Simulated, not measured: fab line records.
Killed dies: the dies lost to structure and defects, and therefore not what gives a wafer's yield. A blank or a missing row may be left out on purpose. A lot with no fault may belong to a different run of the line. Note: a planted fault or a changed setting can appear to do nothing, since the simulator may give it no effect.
Matching of chambers    flow gf180mcu    4 sister chambers for GF_CONTACT_CMP_04 on cmp-02
The step polishes SiO2. 14 wafers are shown with their chamber, then 7 later ones without.

## WAFERS PAIRED WITH THEIR CHAMBERS
wafer   chamber  motor-current-A (A)  time-to-endpoint-s (s)  edge-zone-pressure-frac
L726.2  0        11.5                 101                     0.993
L726.3  2        11.3                 113                     1.004
L726.5  1        10.7                 111                     1.003
L729.1  2        12.5                 111                     0.995
L729.4  1        10.8                 116                     0.997
L729.5  2        11.8                 112                     0.997
L739.3  1        10.8                 114                     1.003
L739.4  3        12.6                 94                      0.993
L739.6  3        13.2                 109                     0.993
L741.1  0        11.5                 102                     1.003
L741.2  3        13.5                 90                      1.002
L741.4  2        11.7                 109                     1.003
L742.2  3        13.7                 104                     1.011
L742.4  2        11.4                 114                     0.998

SIGNATURES, as means of the wafers listed above
reading                  chamber 0  chamber 1  chamber 2  chamber 3  scatter within a chamber
motor-current-A          11.500     10.767     11.740     13.250     0.399
time-to-endpoint-s       101.50     113.67     111.80     99.25      5.09
edge-zone-pressure-frac  0.99800    1.00100    0.99940    0.99975    0.00598
Rule: a wafer's distance from a chamber is the root of the sum, over the readings, of the square of ((its reading less the chamber's mean) divided by the reading's scatter). If the next closest chamber is less than 2 further off than the closest, the wafer can't be placed; otherwise it belongs to the closest. How the scatter is found: for the shown wafers, subtract from each reading the mean of its chamber, square and add these, divide the total by (wafers less chambers), then take the root.

## WAFERS WHOSE CHAMBER IS MISSING
wafer   motor-current-A (A)  time-to-endpoint-s (s)  edge-zone-pressure-frac
L742.6  10.8                 113                     0.995
L743.1  12.0                 108                     0.998
L743.3  13.1                 103                     0.998
L743.4  10.4                 122                     1.006
L744.3  10.9                 105                     1.003
L744.4  10.8                 115                     1.008
L744.6  11.4                 109                     1.004

## WHICH CHAMBER EACH ONE RAN IN
wafer   from the rows above           in truth
L742.6  can't be placed: 1 or 2 or 0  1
L743.1  can't be placed: 2 or 0       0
L743.3  3                             3
L743.4  1                             1
L744.3  can't be placed: 1 or 0 or 2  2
L744.4  can't be placed: 1 or 2       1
L744.6  can't be placed: 2 or 0 or 1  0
2 of 7 placed correctly. Can't be placed from these rows: 5 (the true chamber is among the candidates in 5). Wrongly placed: 0.
